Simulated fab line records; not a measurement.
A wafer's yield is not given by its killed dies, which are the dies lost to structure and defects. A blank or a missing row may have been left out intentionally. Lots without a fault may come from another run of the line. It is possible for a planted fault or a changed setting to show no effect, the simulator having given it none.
The same fault as seen by 2 desks	flow gf180mcu	every desk sees just its own numbers, and what lay behind them comes last

DESK OF THE TOOL OWNER: litho_track-04
The tool's own readings at GF_HV_LDD_DEVELOP_06 (develop time 60 s): means of the sampled wafers that have a number, for each lot that ran on this tool. If a lot's mean is further than 4 standard deviations from the usual mean, the lot is out of limits and carries the mark OUT (the distance appears in the brackets).
Columns: A = chill_plate_temp_C at GF_HV_LDD_DEVELOP_06, usual 22.99 C; B = resist_line_temp_C at GF_HV_LDD_DEVELOP_06, usual 23.00 C
lot	first seen here	A	B
L839	day 11 00:54	23.12	23.01
L840	day 11 07:03	23.11	23.05
L845	day 12 21:22	23.08	23.00
L847	day 13 16:12	22.96	23.06
L854	day 16 03:25	23.08	22.96
L855	day 16 10:16	22.85	23.02
L856	day 16 16:26	22.98	23.00
L857	day 16 20:56	22.92	22.95
Finding of this desk: none of the 8 lots has anything out of limits.

AT THE METROLOGY DESK
What the gauges read for every lot (on any tool): the sampled wafers with a number, averaged. If a lot's mean is further than 4 standard deviations from the usual mean, the lot is out of limits and carries the mark OUT (the distance appears in the brackets).
Columns: A = cd_nm at GF_HV_LDD_CD_MEAS_07, usual 401.2 nm; B = V1_BOW at GF_V1_BOW_MEAS_05, usual 81 um
lot	first seen here	A	B
L835	day 9 20:08	400.5	82
L836	day 9 23:46	403.2	78
L837	day 10 10:20	402.2	80
L838	day 10 20:23	397.0	77
L839	day 11 01:03	400.1	82
L840	day 11 07:12	401.2	81
L841	day 11 18:13	404.2	74
L845	day 12 21:31	405.5	87
L847	day 13 16:21	403.4	77
L854	day 16 03:34	400.7	84
L855	day 16 10:24	399.9	80
L856	day 16 16:35	401.4	80
L857	day 16 21:05	402.0	92
L858	day 17 07:13	401.7	80
Finding of this desk: none of the 14 lots has anything out of limits.

TAKEN TOGETHER
The desk of the tool owner found nothing out of limits.
From the metrology desk's view, nothing was out of limits.

WHAT THE SIMULATOR HAD PUT IN
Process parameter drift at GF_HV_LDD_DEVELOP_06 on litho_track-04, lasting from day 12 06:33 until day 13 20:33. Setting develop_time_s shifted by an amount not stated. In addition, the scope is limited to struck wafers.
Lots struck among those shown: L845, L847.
